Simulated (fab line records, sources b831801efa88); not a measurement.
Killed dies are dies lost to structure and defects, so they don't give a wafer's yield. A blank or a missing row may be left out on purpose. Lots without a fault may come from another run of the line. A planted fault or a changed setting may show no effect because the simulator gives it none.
One fault seen from 2 desks | flow sfq_line | each desk has only its own numbers; what lay behind them comes last

THE TOOL OWNER'S DESK: rie_metal-02
The tool's own readings at SFQ_TRILAYER_R5_ETCH_METAL_ETCH_139 (etches the open film in Cl2, stops on SiO2, target depth 60 nm, time 40 s): means of the sampled wafers that have a number, for each lot that ran on this tool. A lot is out of limits, marked OUT, if its mean lies more than 4 standard deviations from the usual mean; the brackets give that distance.
Columns: A = drypump_motor_current_A at SFQ_TRILAYER_R5_ETCH_METAL_ETCH_139, usual 5.7 A; B = oes_product_au at SFQ_TRILAYER_R5_ETCH_METAL_ETCH_139, usual 0.991 a.u.
lot  | first seen here | A   | B
L836 | day 68 23:34    | 5.7 | 0.994
L840 | day 73 13:49    | 5.7 | 0.839 (-28) OUT
L841 | day 73 18:37    | 6.0 | 0.842 (-28) OUT
L846 | day 74 04:20    | 5.4 | 0.914 (-14) OUT
This desk's finding: out of limits on L840, L841, L846; first on L840, day 73 13:49 (oes_product_au at SFQ_TRILAYER_R5_ETCH_METAL_ETCH_139). In limits: L836.

THE METROLOGY DESK
What the gauges read, lot by lot, whatever tool the lot ran on: means of the sampled wafers that have a number. A lot is out of limits, marked OUT, if its mean lies more than 4 standard deviations from the usual mean; the brackets give that distance.
Columns: A = R5_MONX_RS at SFQ_R5_RS_MEAS_933, usual 7.06 ohm/sq; B = R5_MONX_THK at SFQ_R5_THK_MEAS_934, usual 39.6 nm; C = R5_OVL at SFQ_R5_OVL_MEAS_935, usual 2 nm; D = I5_OVL at SFQ_I5_OVL_MEAS_936, usual -2 nm; E = C5_OVL at SFQ_C5_OVL_MEAS_937, usual -1 nm; F = M6_NB_RS at SFQ_M6_RS_MEAS_938, usual 0.886 ohm/sq; G = M8_BOW at SFQ_M8_BOW_MEAS_951, usual 8 um
lot  | first seen here | A    | B    | C  | D   | E  | F     | G
L827 | day 61 06:14    | 6.97 | 40.4 | 1  | 0   | -1 | 0.878 | -6
L836 | day 63 11:09    | 7.04 | 40.2 | 5  | -1  | 2  | 0.891 | 6
L839 | day 68 15:47    | 7.02 | 39.4 | 6  | 5   | -5 | 0.887 | 4
L840 | day 68 18:02    | 7.13 | 39.0 | -1 | -6  | -2 | 0.884 | 12
L841 | day 69 00:09    | 7.11 | 39.7 | 1  | -10 | -0 | 0.880 | 15
L846 | day 73 14:32    | 6.97 | 39.9 | 11 | -5  | -1 | 0.886 | 10
L848 | day 74 07:12    | 7.12 | 39.0 | 10 | -4  | 4  | 0.888 | -9
This desk's finding: nothing out of limits on any of the 7 lots.

PUT TOGETHER
The tool owner's desk could have raised an alarm at day 73 13:49, on L840, L841, L846.
The metrology desk saw nothing out of limits.
The metrology desk has L840, L841, L846 on record, within its limits.
Of the lots named, all ran SFQ_TRILAYER_R5_ETCH_METAL_ETCH_139 on rie_metal-02.

WHAT THE SIMULATOR HAD PUT IN
Process parameter drift: rie_metal-02, from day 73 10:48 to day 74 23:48, at SFQ_TRILAYER_R5_ETCH_METAL_ETCH_139. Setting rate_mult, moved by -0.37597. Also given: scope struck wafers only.
Lots struck among those shown: L840, L841, L846.
Hours from the fault's start to each desk's first reading out of limits: the tool owner's desk, 3.
